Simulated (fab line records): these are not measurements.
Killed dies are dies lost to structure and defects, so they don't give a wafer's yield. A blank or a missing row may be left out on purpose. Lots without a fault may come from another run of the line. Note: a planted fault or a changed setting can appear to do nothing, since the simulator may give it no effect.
A lot that was struck, set against a sound lot    flow sky130    15 steps out of a route of 708
Sound: the wafers L546.2, L546.3, L546.5. Wafers L537.2, L537.4, L537.5 were the ones struck. At the end, the cause is stated.
Per side, at each step with rows, come the tool, then ch with its chambers, and then its first start. Under that, the readings that differ: sound wafers    struck wafers    difference of the means    sigmas: that difference in standard deviations of wafers without a fault.
alike: a reading whose means differ by less than 2 such deviations, as well as words and numbers matching on both sides. not compared: withheld readings; readings where some wafer has no value; bounds like >300 that might hide an equal value; numbers whose values overlap and for which the record gives no deviation.
Wherever a step has rows on one side only, a row that says differs or no value, or a row with sigmas, the two part there. When numbers do not overlap yet have no deviation, they are printed without sigmas and do not part them. A reading that every wafer of one side lacks parts them only if that side has two wafers or more.

SKY_POLY_GATE_THK_MEAS_21:
  sound: film metro-03 at day 24 07:35; struck: film metro-02 at day 20 23:02
  alike: POLY_GATE_OXIDATION_THK
SKY_POLY_GATE_CD_MEAS_22:
  sound: cd sem-01 at day 24 07:40; struck: cd sem-02 at day 20 23:07
  alike: cd nm
then, 7 steps without rows for these wafers: SKY_LDD_N_DEHYDRATE_00 (time 60 s); SKY_LDD_N_HMDS_01 (prime time 60 s); SKY_LDD_N_COAT_02 (resist thk 300 nm); SKY_LDD_N_SOFTBAKE_03 (time 60 s); SKY_LDD_N_EXPOSE_04 (exposes mask NTM, target cd 840 nm); SKY_LDD_N_PEB_05; SKY_LDD_N_DEVELOP_06 (develop time 60 s).
SKY_LDD_N_OVL_MEAS_07:
  sound: overlay-02 at day 25 13:09; struck: overlay-01 at day 22 05:14
  alike: LDD_N_OVL
then, 2 steps without rows for these wafers: SKY_LDD_N_IMPLANT_08; SKY_LDD_N_IMPLANT_09.
SKY_LDD_N_IMPLANT_10:
  sound on implanter-03 ch 0, day 25 13:30; struck on implanter-02 ch 0, day 22 05:36
reading                    sound                 struck                difference  sigmas
beam energy keV            19.990 19.990 19.992  20.744 20.746 20.751  +0.756      +99 or more
model.implant.rp nm (nm)   15.38 15.38 15.38     16.32 16.32 16.32     +0.94       
model.implant.drp nm (nm)  7.212 7.212 7.212     7.398 7.398 7.398     +0.186      
next, for these wafers, 1 step has no rows: SKY_LDD_N_IMPLANT_11.
-- record jumps: 26 days separate the struck wafers' starts on either side; left off in module LDD_N, taken up again in module PAD_OPEN, whose first shown step is the route's number 708 --
SKY_PAD_OPEN_PROBE_99:
  sound: prober-02 at day 50 09:46; struck: prober-02 at day 48 11:11
  alike: killed_at_M0_to_M3, killed_at_M4_up, killed at contacts, killed at front end, killed at other, killed dies, killed on rim, killed open, killed short

## WHERE THEY PART
Only at SKY_LDD_N_IMPLANT_10, within this record. Later steps at which nothing parts them and some readings are alike: SKY_PAD_OPEN_PROBE_99.

WHY: the cause the simulator had injected
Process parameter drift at SKY_LDD_N_IMPLANT_10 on implanter-02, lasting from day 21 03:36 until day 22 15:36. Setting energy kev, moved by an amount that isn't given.
